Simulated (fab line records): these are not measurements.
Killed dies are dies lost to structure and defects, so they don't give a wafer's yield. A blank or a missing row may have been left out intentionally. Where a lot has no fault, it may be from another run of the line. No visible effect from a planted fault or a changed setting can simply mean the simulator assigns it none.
A struck lot beside a sound one ; flow sky130 ; 30 steps out of a route of 708
Sound: wafers L390.4, L390.5, L390.6. Wafers L405.2, L405.3, L405.4 were the ones struck. The cause is named last.
Each step with rows lists, per side, the tool, then ch with its chambers, then its first start. Under that, the readings that differ: sound wafers ; struck wafers ; difference of the means ; sigmas: that difference in standard deviations of wafers without a fault.
alike: a reading whose means differ by less than 2 such deviations, as well as words and numbers matching on both sides. not compared: withheld readings; readings where some wafer has no value; bounds like >300 that might hide an equal value; numbers whose values overlap and for which the record gives no deviation.
A row with sigmas, a row that says differs or no value, or rows on one side alone: a step with any of these is where the two part. Numbers that don't overlap but have no deviation are shown without sigmas and don't part them. Lack of a reading on every wafer of one side parts them only where that side has two or more wafers.

first, 5 steps without rows for these wafers: SKY_SONOS_ONO_COAT_08 (resist thk 1140 nm); SKY_SONOS_ONO_SOFTBAKE_09 (time 60 s); SKY_SONOS_ONO_EXPOSE_10 (exposes mask ONOM, target cd 410 nm); SKY_SONOS_ONO_PEB_11; SKY_SONOS_ONO_DEVELOP_12 (develop time 60 s).
SKY_SONOS_ONO_CD_MEAS_13 targets a cd of 410 nm.
  sound: cd-sem-02 at day 13 09:56; struck: cd-sem-02 at day 18 07:52
  alike: cd-nm
SKY_SONOS_ONO_OVL_MEAS_14:
  sound: overlay-01 at day 13 10:01; struck: overlay-01 at day 18 07:58
  alike: SONOS_ONO_OVL
SKY_SONOS_ONO_ETCH_15: etches the open film in CHF3/O2, target depth 19.52 nm, time 8.101 s.
  sound on rie-diel-04 ch 0,1,2, day 13 10:02; struck on rie-diel-04 ch 0,1,2, day 18 07:59
  alike: O2_flow_sccm, chf3-flow-sccm, drypump-motor-current-A, oes-product-au, throttle-valve-pct
  not compared: rf-hours-counter-h
then, 1 step without rows for these wafers: SKY_SONOS_ONO_WET_ETCH_16 (etches SiO2 in dHF, target depth 14 nm, time 280 s).
SKY_SONOS_ONO_STRIP_17: strips in O2/N2.
  sound on plasma-asher-03 ch 0,1, day 13 10:11; struck on plasma-asher-02 ch 0,1, day 18 08:07
  alike: drypump-motor-current-A, n2-flow-sccm, oes-product-au, strip-time-to-endpoint-s
  not compared: rf-hours-counter-h
then, 2 steps without rows for these wafers: SKY_SONOS_ONO_WET_ETCH_18 (etches Si3N4 in H3PO4, target depth 15 nm, time 172 s); SKY_GATE_OXIDE_CLEAN_00 (cleans in SC1/SC2, time 150 s).
SKY_GATE_OXIDE_OXIDATION_01: stabilise 600 s, purge 300 s, target thk 10.268 nm.
  sound on furnace-02 ch 0, day 13 10:42; struck on furnace-02 ch 0, day 18 11:31
reading;sound;struck;difference;sigmas
spike-tc-bottom-C (C);918.8 922.2 919.5;942.7 942.3 942.4;+22.3;+17
spike-tc-centre-C (C);902.7 902.2 903.7;925.8 924.9 924.2;+22.1;+20
spike-tc-lower-C (C);900.7 901.2 899.0;924.0 924.9 924.6;+24.2;+22
spike-tc-top-C (C);910.6 907.1 908.7;934.1 932.8 932.7;+24.4;+25
spike-tc-upper-C (C);901.8 900.8 900.2;924.6 924.4 923.8;+23.3;+23
tube-center-temp-C (C);900.06 899.91 900.15;923.48 923.39 923.4;+23.38;+99 or more
tube_center_temp_C_max;902.1 902.1 902.3;925.8 925.5 926.3;+23.7;+62
zone-power-bottom-pct (%);28.2 28.3 28.1;29.9 30.1 29.9;+1.8;+2
zone-power-top-pct (%);31.4 30.9 31.3;33.2 33.4 32.9;+2.0;+5
model.SiO2_of_GATE_OXIDE_OXIDATION_01.thk-nm (nm);10.37 10.56 10.52;13 12.92 12.98;+2;
  alike: zone-power-upper-pct
SKY_GATE_OXIDE_THK_MEAS_02:
  sound: film-metro-01 at day 13 12:08; struck: film-metro-04 at day 18 12:56
reading;sound;struck;difference;sigmas
GATE_OXIDE_OXIDATION_00_THK (nm);10.38 10.54 10.48;13.00 12.87 12.99;+2.49;+14
then, 7 steps without rows for these wafers: SKY_GATE_OXIDE_DEHYDRATE_03 (time 60 s); SKY_GATE_OXIDE_HMDS_04 (prime time 60 s); SKY_GATE_OXIDE_COAT_05 (resist thk 1140 nm); SKY_GATE_OXIDE_SOFTBAKE_06 (time 58.68 s); SKY_GATE_OXIDE_EXPOSE_07 (exposes mask LVOM, target cd 600 nm); SKY_GATE_OXIDE_PEB_08; SKY_GATE_OXIDE_DEVELOP_09 (develop time 60 s).
SKY_GATE_OXIDE_OVL_MEAS_10:
  sound: overlay-02 at day 14 13:45; struck: overlay-01 at day 19 19:14
  alike: GATE_OXIDE_OVL
then, 2 steps without rows for these wafers: SKY_GATE_OXIDE_IMPLANT_11; SKY_GATE_OXIDE_WET_ETCH_12 (etches SiO2 in dHF, target depth 16.8 nm, time 336 s).
SKY_GATE_OXIDE_STRIP_13: strips in O2/N2.
  sound on plasma-asher-03 ch 0,1, day 14 14:06; struck on plasma-asher-03 ch 0,1, day 19 19:31
  alike: drypump-motor-current-A, n2-flow-sccm, oes-product-au, strip-time-to-endpoint-s
  not compared: rf-hours-counter-h
SKY_GATE_OXIDE_TW_MEAS_14:
  sound: film-metro-04 at day 14 14:12; struck: film-metro-02 at day 19 19:38
reading;sound;struck;difference;sigmas
GATE_OXIDE_TW;226.5 226.6 226.6;225.3 223.5 224.8;-2.0;-2
then, 1 step without rows for these wafers: SKY_GATE_OXIDE_CLEAN_15 (cleans in SC1/SC2, time 150 s).
SKY_GATE_OXIDE_OXIDATION_16: stabilise 600 s, purge 300 s, target thk 3.57 nm.
  sound on furnace-02 ch 0, day 14 17:34; struck on furnace-02 ch 0, day 19 19:44
reading;sound;struck;difference;sigmas
model.SiO2_of_GATE_OXIDE_OXIDATION_01.thk-nm (nm);11.69 11.89 11.87;14.16 14.09 14.12;+2.31;
  alike: spike-tc-bottom-C, spike-tc-centre-C, spike-tc-lower-C, spike-tc-top-C, spike-tc-upper-C, tube-center-temp-C, tube_center_temp_C_max, zone-power-bottom-pct, zone-power-top-pct, zone-power-upper-pct
then, 1 step without rows for these wafers: SKY_POLY_GATE_CVD_00 (deposits poly-Si, target thk 180 nm, time 720 s).
-- record jumps: 30 days separate the struck wafers' starts on either side; left off in module POLY_GATE, taken up again in module PAD_OPEN, whose first shown step is the route's number 708 --
SKY_PAD_OPEN_PROBE_99:
  sound: prober-02 at day 46 13:06; struck: prober-01 at day 49 18:33
reading;sound;struck;difference;sigmas
model.etest.nfet_16v.r-on-ohm-um;1.431e+04 1.427e+04 1.434e+04;1.551e+04 1.541e+04 1.556e+04;+1.187e+03;
model.etest.tip-sonos.rs-ohm-sq;2683 2766 2739;3371 3351 3367;+634;
model.etest.pfet-g5v0d10v5.r-on-ohm-um;4758 4835 4790;5243 5236 5224;+440;
model.etest.nfet-g5v0d10v5.r-on-ohm-um;1884 1904 1906;2108 2090 2092;+199;
model.etest.tip-p.rs-ohm-sq;6935 6935 6922;7002 7038 7029;+92;
model.etest.nfet-g5v0d10v5.drive-ua-um;602.2 588.9 584.2;494.7 496.9 498.5;-95.1;
model.etest.nfet_05v0_nvt.drive-ua-um;568.9 560.3 563.1;478.1 482.6 482.1;-83.2;
  alike: killed_at_M0_to_M3, killed_at_M4_up, killed-at-contacts, killed-at-front-end, killed-at-other, killed-dies, killed-open, killed-short
  not compared: model.etest.pfet_16v.r-on-ohm-um

WHERE THEY PART
First at SKY_GATE_OXIDE_OXIDATION_01; last, within this record, at SKY_GATE_OXIDE_TW_MEAS_14. Later steps at which nothing parts them and some readings are alike: SKY_GATE_OXIDE_OXIDATION_16, SKY_PAD_OPEN_PROBE_99.

WHY: what had been put in by the simulator
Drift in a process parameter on furnace-02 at SKY_GATE_OXIDE_OXIDATION_01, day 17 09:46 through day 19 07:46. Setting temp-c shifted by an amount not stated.
